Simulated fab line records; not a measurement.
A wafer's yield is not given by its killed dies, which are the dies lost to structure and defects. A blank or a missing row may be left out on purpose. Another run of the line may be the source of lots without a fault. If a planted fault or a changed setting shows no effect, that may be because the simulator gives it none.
fab line records | flow sky130
[record] lots = 6 | wafers = 16 | last_day = 50
route steps=708 shown RES_XHIGH@336 SD_N@342 PAD_OPEN@708
lots untouched by any fault: they come from a run of this same line in which no faults occurred
start_h: the number of hours between the record's first day and the start of the first shown wafer of the lot | wait_h: time in hours since the lot's previous step | " as in the row above | L1.1+2: a single row standing in for several wafers | - no value, or no start was given | * or withheld: withheld | < > ~ a bound
route shown NAME@n: names a module that has steps shown in the file, with the first one's number in the route | usual: mean/standard deviation of fault-free wafers | same: alike in all rows | chamber/n: place in a boat | sites: each site's reading | _std_site: the standard deviation of these | _edge_site: the outer-site mean with the inner-site mean subtracted | radius_mm: how far each site lies from the wafer's centre | mask NAME#n: copy n | behind: tool/chamber where the wafer was last shaped | hold: the reason the lot was held/the length of the hold in hours/how it ended | device: transistor that didn't switch, given as n, p or np | end of line: at the end of the route, the tests of the same wafers | where a step has no rows: the recipe by itself | killed: the dies lost at the first sort to structure and to defects; this is not the yield of the wafer | map: a wafer's dies, x killed, . not, _ none there
set.NAME: the setting as run; set.NAME@STEP: as run at that earlier step | model.NAME: the simulator's own value behind a step, which no gauge read
a table for each step, a row for each wafer; lots at some steps of the route
services: a tool's chamber out of use, with start hour (start_h, from the record's first day; less than 0 if before it), hours out, and reason
[[steps]]
[step SKY_RES_XHIGH_EXPOSE_04]
[recipe] mask_id = URPM | na = 0.6 | source_shape = conventional | sigma_outer = 0.6 | polarization = unpolarized | target_cd_nm = 1270 | dose_mj = 140
[step SKY_RES_XHIGH_PEB_05]
[recipe] temp_c = withheld | time_s = * | resist = NOVOLAK
[step SKY_RES_XHIGH_DEVELOP_06]
[recipe] resist = NOVOLAK | developer = TMAH | develop_time_s = 60 | dev_temp_c = 23
[step SKY_RES_XHIGH_IMPLANT_07]
[recipe] species = BF2 | energy_kev = 20 | dose_cm2 = 3.6e+14 | tilt_deg = 0
[step SKY_RES_XHIGH_STRIP_08]
[recipe] chemistry = O2/N2 | power_w = 1400 | pressure_mtorr = 1500 | platen_temp_c = withheld | o2_flow_sccm = 3000 | n2_flow_sccm = 300 | overash_fraction = 0.5
[usual] drypump_motor_current_A = 5.65/0.26 | oes_product_au = 0.711/0.0052 | strip_time_to_endpoint_s = 14.27/0.041
lot.wafer | tool            | chamber | start_h | wait_h | drypump_motor_current_A | oes_product_au | rf_hours_counter_h | strip_time_to_endpoint_s
L654.1    | plasma_asher-02 | 1       | 616.73  | 0.1    | 6.09                    | 0.708          | 81                 | 14.32
L654.2    | "               | 0       | "       | "      | 5.96                    | 0.706          | 81                 | 14.24
L654.6    | "               | 1       | "       | "      | 6.07                    | 0.713          | -                  | 14.27
L661.1    | plasma_asher-04 | 1       | 684.89  | 0.1    | 5.71                    | 0.711          | 25                 | 14.23
L661.5    | "               | 1       | "       | "      | 5.71                    | 0.720          | -                  | 14.23
L661.6    | "               | 0       | "       | "      | 5.78                    | 0.710          | -                  | 14.17
L666.2    | plasma_asher-03 | 1       | 763.13  | 0.1    | 5.55                    | 0.707          | 62                 | 14.29
L666.5    | "               | 0       | "       | "      | 5.24                    | 0.698          | -                  | 14.28
L670.5    | plasma_asher-03 | 0       | 785.30  | 0.1    | 5.22                    | 0.715          | -                  | 14.31
L670.6    | "               | 1       | "       | "      | 5.55                    | 0.706          | -                  | 14.26
L673.2    | plasma_asher-03 | 0       | 804.53  | 0.1    | 5.20                    | 0.710          | 66                 | 14.29
L673.5    | "               | 0       | "       | "      | 5.23                    | 0.715          | -                  | 14.24
L673.6    | "               | 1       | "       | "      | 5.57                    | 0.711          | -                  | 14.22
L675.2    | plasma_asher-04 | 0       | 812.48  | 0.1    | 5.77                    | 0.718          | 37                 | 14.26
L675.4    | "               | 1       | "       | "      | 5.69                    | 0.704          | -                  | 14.25
L675.5    | "               | 0       | "       | "      | 5.78                    | 0.710          | -                  | 14.28
[step SKY_RES_XHIGH_TW_MEAS_09]
[usual] RES_XHIGH_TW = 1629/8.3
lot.wafer | tool          | chamber | start_h | wait_h | RES_XHIGH_TW
L654.1    | film_metro-03 | -       | 616.83  | 0.1    | 1620
L654.2    | "             | -       | "       | "      | 1619
L654.6    | "             | -       | "       | "      | 1622
L661.1    | film_metro-01 | -       | 684.99  | 0.1    | 1627
L661.5    | "             | -       | "       | "      | 1636
L661.6    | "             | -       | "       | "      | 1642
L666.2    | film_metro-03 | -       | 763.24  | 0.1    | 1618
L666.5    | "             | -       | "       | "      | 1619
L670.5    | film_metro-02 | -       | 785.37  | 0.0    | 1619
L670.6    | "             | -       | "       | "      | 1624
L673.2    | film_metro-01 | -       | 804.64  | 0.1    | 1634
L673.5    | "             | -       | "       | "      | 1635
L673.6    | "             | -       | "       | "      | 1631
L675.2    | film_metro-01 | -       | 812.59  | 0.1    | 1637
L675.4    | "             | -       | "       | "      | 1637
L675.5    | "             | -       | "       | "      | 1630
[step SKY_SD_N_DEHYDRATE_00]
[recipe] temp_c = 200 | time_s = 60
[step SKY_SD_N_HMDS_01]
[recipe] prime_time_s = 60 | prime_temp_c = 120
[step SKY_SD_N_COAT_02]
[recipe] resist = NOVOLAK | spin_rpm = 3000 | resist_thk_nm = 1140
[step SKY_SD_N_SOFTBAKE_03]
[recipe] temp_c = 90 | time_s = 60 | resist = NOVOLAK
[step SKY_SD_N_EXPOSE_04]
[recipe] mask_id = NSDM | na = 0.6 | source_shape = conventional | sigma_outer = 0.6 | polarization = unpolarized | target_cd_nm = 380 | dose_mj = 141
[step SKY_SD_N_PEB_05]
[recipe] temp_c = withheld | time_s = * | resist = NOVOLAK
[step SKY_SD_N_DEVELOP_06]
[recipe] resist = NOVOLAK | developer = TMAH | develop_time_s = 60 | dev_temp_c = 23
lot.wafer  | tool           | chamber | start_h | wait_h
L654.1+2+6 | litho_track-02 | 0       | 645.12  | 0.1
L661.1+5+6 | litho_track-04 | 0       | 711.98  | 0.1
L666.2+5   | litho_track-04 | 0       | 789.56  | 0.1
L670.5+6   | litho_track-04 | 0       | 811.98  | 0.1
L673.2+5+6 | litho_track-03 | 0       | 829.51  | 0.1
L675.2+4+5 | litho_track-02 | 0       | 837.45  | 0.1
[step SKY_SD_N_CD_MEAS_07]
[recipe] target_cd_nm = 380
[usual] cd_nm = 380.0/2.3
lot.wafer | tool      | chamber | start_h | wait_h | cd_nm
L654.1    | cd_sem-01 | -       | 645.27  | 0.1    | 384.2
L654.2    | "         | -       | "       | "      | 385.2
L654.6    | "         | -       | "       | "      | 384.0
L661.1    | cd_sem-01 | -       | 712.20  | 0.2    | 382.6
L661.5    | "         | -       | "       | "      | 383.9
L661.6    | "         | -       | "       | "      | 382.0
L666.2    | cd_sem-02 | -       | 789.70  | 0.1    | 355.0
L666.5    | "         | -       | "       | "      | 378.9
L670.5    | cd_sem-01 | -       | 812.11  | 0.1    | 376.7
L670.6    | "         | -       | "       | "      | 352.5
L673.2    | cd_sem-02 | -       | 829.65  | 0.1    | 378.7
L673.5    | "         | -       | "       | "      | 376.5
L673.6    | "         | -       | "       | "      | 380.5
L675.2    | cd_sem-02 | -       | 837.59  | 0.1    | 381.2
L675.4    | "         | -       | "       | "      | 379.3
L675.5    | "         | -       | "       | "      | 381.2
[step SKY_SD_N_OVL_MEAS_08]
[usual] SD_N_OVL = -1.1/1.3
lot.wafer | tool       | chamber | start_h | wait_h | SD_N_OVL[nm]
L654.1    | overlay-02 | -       | 645.39  | 0.1    | -3.4
L654.2    | "          | -       | "       | "      | -2.8
L654.6    | "          | -       | "       | "      | -2.0
L661.1    | overlay-02 | -       | 712.32  | 0.1    | -0.2
L661.5    | "          | -       | "       | "      | 0.0
L661.6    | "          | -       | "       | "      | -1.6
L666.2    | overlay-01 | -       | 789.81  | 0.1    | -1.6
L666.5    | "          | -       | "       | "      | 0.5
L670.5    | overlay-01 | -       | 812.18  | 0.0    | -1.8
L670.6    | "          | -       | "       | "      | -1.4
L673.2    | overlay-02 | -       | 829.76  | 0.1    | -1.6
L673.5    | "          | -       | "       | "      | -2.0
L673.6    | "          | -       | "       | "      | -2.4
L675.2    | overlay-01 | -       | 837.70  | 0.1    | -0.5
L675.4    | "          | -       | "       | "      | 0.7
L675.5    | "          | -       | "       | "      | -0.7
[step SKY_PAD_OPEN_PROBE_99]
[usual] killed_at_M0_to_M3 = 44/7.3 | killed_at_M4_up = 3.2/1.8 | killed_at_contacts = 24/5.4 | killed_at_front_end = 16/4.4 | killed_at_other = 0.3/0.48 | killed_dies = 86/9.5 | killed_on_rim = 17/4 | killed_open = 47/7.7 | killed_short = 39/6.4
[same] gross_dies = 492 | killed_at_back_side = 0
lot.wafer | tool      | chamber | start_h | wait_h | killed_at_M0_to_M3 | killed_at_M4_up | killed_at_contacts | killed_at_front_end | killed_at_other | killed_dies | killed_on_rim | killed_open | killed_short
L654.1    | prober-02 | -       | 1076.45 | 0.1    | 59                 | 4               | 31                 | 13                  | 1               | 108         | 20            | 51          | 57
L654.2    | prober-02 | -       | 1076.50 | 0.1    | 40                 | 7               | 17                 | 17                  | 0               | 81          | 16            | 49          | 32
L654.6    | prober-02 | -       | 1076.70 | 0.2    | 50                 | 4               | 24                 | 17                  | 0               | 95          | 21            | 56          | 39
L661.1    | prober-01 | -       | 1124.09 | 0.1    | 44                 | 1               | 23                 | 14                  | 0               | 82          | 19            | 47          | 35
L661.5    | prober-01 | -       | 1124.29 | 0.2    | 51                 | 5               | 32                 | 10                  | 0               | 98          | 20            | 54          | 44
L661.6    | prober-01 | -       | 1124.34 | 0.2    | 60                 | 1               | 24                 | 16                  | 0               | 101         | 22            | 55          | 46
L666.2    | prober-02 | -       | 1178.66 | 0.1    | 41                 | 3               | 31                 | 20                  | 0               | 95          | 19            | 51          | 44
L666.5    | prober-02 | -       | 1178.81 | 0.2    | 44                 | 1               | 19                 | 12                  | 0               | 76          | 13            | 33          | 43
L670.5    | prober-02 | -       | 1189.99 | 0.2    | 34                 | 6               | 27                 | 22                  | 0               | 89          | 21            | 49          | 40
L670.6    | prober-02 | -       | 1190.04 | 0.2    | 55                 | 0               | 24                 | 20                  | 2               | 101         | 17            | 53          | 48
L673.2    | prober-02 | -       | 1200.64 | 0.1    | 42                 | 6               | 16                 | 13                  | 0               | 77          | 14            | 43          | 34
L673.5    | prober-02 | -       | 1200.79 | 0.2    | 42                 | 3               | 26                 | 23                  | 0               | 94          | 12            | 55          | 39
L673.6    | prober-02 | -       | 1200.84 | 0.2    | 36                 | 0               | 21                 | 14                  | 0               | 71          | 12            | 38          | 33
// killed by level:class
L654.1 VIA2:geometric_particle:short=11 CONTACT:geometric_particle:open=10 VIA1:geometric_particle:open=10 METAL1:geometric_particle:short=9 VIA2:geometric_particle:open=8 CONTACT:geometric_particle:short=7 VIA1:geometric_particle:short=6 LI_CONTACT:geometric_particle:short=5
L654.2 VIA1:geometric_particle:open=14 VIA2:geometric_particle:open=6 FIELD_ISO:geometric_particle:open=5 CONTACT:geometric_particle:open=5 VIA1:geometric_particle:short=5 POLY_GATE:geometric_particle:open=4 LI_CONTACT:geometric_particle:open=4 METAL1:geometric_particle:short=4
L654.6 VIA1:geometric_particle:open=17 CONTACT:geometric_particle:open=10 VIA3:geometric_particle:open=9 FIELD_ISO:geometric_particle:short=6 METAL1:geometric_particle:short=5 METAL2:geometric_particle:short=5 VIA2:geometric_particle:open=5 LI_CONTACT:geometric_particle:short=4
L661.1 VIA3:geometric_particle:open=9 CONTACT:geometric_particle:open=8 VIA1:geometric_particle:open=8 FIELD_ISO:geometric_particle:open=5 VIA3:geometric_particle:short=5 FIELD_ISO:geometric_particle:short=4 LI_CONTACT:geometric_particle:open=4 CONTACT:geometric_particle:short=4
L661.5 CONTACT:geometric_particle:open=11 VIA1:geometric_particle:open=10 VIA2:geometric_particle:open=9 CONTACT:geometric_particle:short=7 LI_CONTACT:geometric_particle:open=6 VIA3:geometric_particle:open=6 LOCAL_INTERCONNECT:geometric_particle:short=5 METAL1:geometric_particle:open=4
L661.6 VIA1:geometric_particle:short=12 VIA1:geometric_particle:open=11 VIA3:geometric_particle:open=9 LI_CONTACT:geometric_particle:open=8 METAL1:geometric_particle:short=7 CONTACT:geometric_particle:open=7 VIA2:geometric_particle:open=6 CONTACT:geometric_particle:short=5
L666.2 CONTACT:geometric_particle:open=12 VIA3:geometric_particle:open=8 VIA1:geometric_particle:open=8 LI_CONTACT:geometric_particle:open=7 FIELD_ISO:geometric_particle:short=6 CONTACT:geometric_particle:short=6 POLY_GATE:geometric_particle:short=5 POLY_GATE:geometric_particle:open=5
L666.5 CONTACT:geometric_particle:short=7 METAL1:geometric_particle:short=7 VIA1:geometric_particle:open=6 METAL2:geometric_particle:short=6 VIA3:geometric_particle:short=6 POLY_GATE:geometric_particle:open=5 FIELD_ISO:geometric_particle:short=4 LI_CONTACT:geometric_particle:open=4
L670.5 CONTACT:geometric_particle:open=12 VIA1:geometric_particle:open=9 LI_CONTACT:geometric_particle:open=7 FIELD_ISO:geometric_particle:open=6 VIA1:geometric_particle:short=6 FIELD_ISO:geometric_particle:short=5 POLY_GATE:geometric_particle:short=4 LI_CONTACT:geometric_particle:short=4
L670.6 VIA1:geometric_particle:open=18 CONTACT:geometric_particle:open=8 FIELD_ISO:geometric_particle:short=7 METAL1:geometric_particle:short=6 VIA2:geometric_particle:open=6 FIELD_ISO:geometric_particle:open=5 LI_CONTACT:geometric_particle:open=5 LOCAL_INTERCONNECT:geometric_particle:short=5
L673.2 VIA1:geometric_particle:open=13 VIA1:geometric_particle:short=8 VIA3:geometric_particle:open=7 FIELD_ISO:geometric_particle:open=5 CONTACT:geometric_particle:open=5 VIA2:geometric_particle:open=5 LOCAL_INTERCONNECT:geometric_particle:short=4 METAL4:geometric_particle:short=4
L673.5 CONTACT:geometric_particle:open=12 VIA3:geometric_particle:open=10 VIA1:geometric_particle:open=9 FIELD_ISO:geometric_particle:short=8 VIA2:geometric_particle:open=8 METAL1:geometric_particle:short=7 FIELD_ISO:geometric_particle:open=5 POLY_GATE:geometric_particle:short=5
L673.6 CONTACT:geometric_particle:open=9 VIA1:geometric_particle:open=7 VIA2:geometric_particle:open=6 VIA2:geometric_particle:short=5 FIELD_ISO:geometric_particle:short=4 POLY_GATE:geometric_particle:short=4 CONTACT:geometric_particle:short=4 VIA3:geometric_particle:open=4
[[services]]
tool            | chamber | start_h | hours | kind
plasma_asher-04 | -       | 598.78  | 0.7   | repair
plasma_asher-02 | -       | 743.12  | 15.6  | pm
plasma_asher-03 | -       | 826.88  | 6.9   | repair
[[key]]
[first_sign] step = SKY_SD_N_CD_MEAS_07 | reading = cd_nm | direction = down | sigmas = 12 | usual = 380.0 | struck = 353.8
effect none on later readings
met_at SKY_SD_N_DEVELOP_06
struck_wafers L666.2,L670.6
tester_left_out L666,L670
onset_between 711.98 789.56
[fault] kind = process_parameter_drift | tool = litho_track-04 | chamber = - | onset_h = 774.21 | steps = SKY_SD_N_DEVELOP_06 | channel = develop_time_s | offset = * | shape = step | end_h = 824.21 | scope = struck_wafers_only | acts_in = * | stated = *
// tester_left_out: of these lots the tester's yield and bins aren't shown, on N5 and GAA mostly nor the transistor test; their killed dies are dies lost to structure and defects alone, not to doping, threshold or leakage, so they don't give the yield
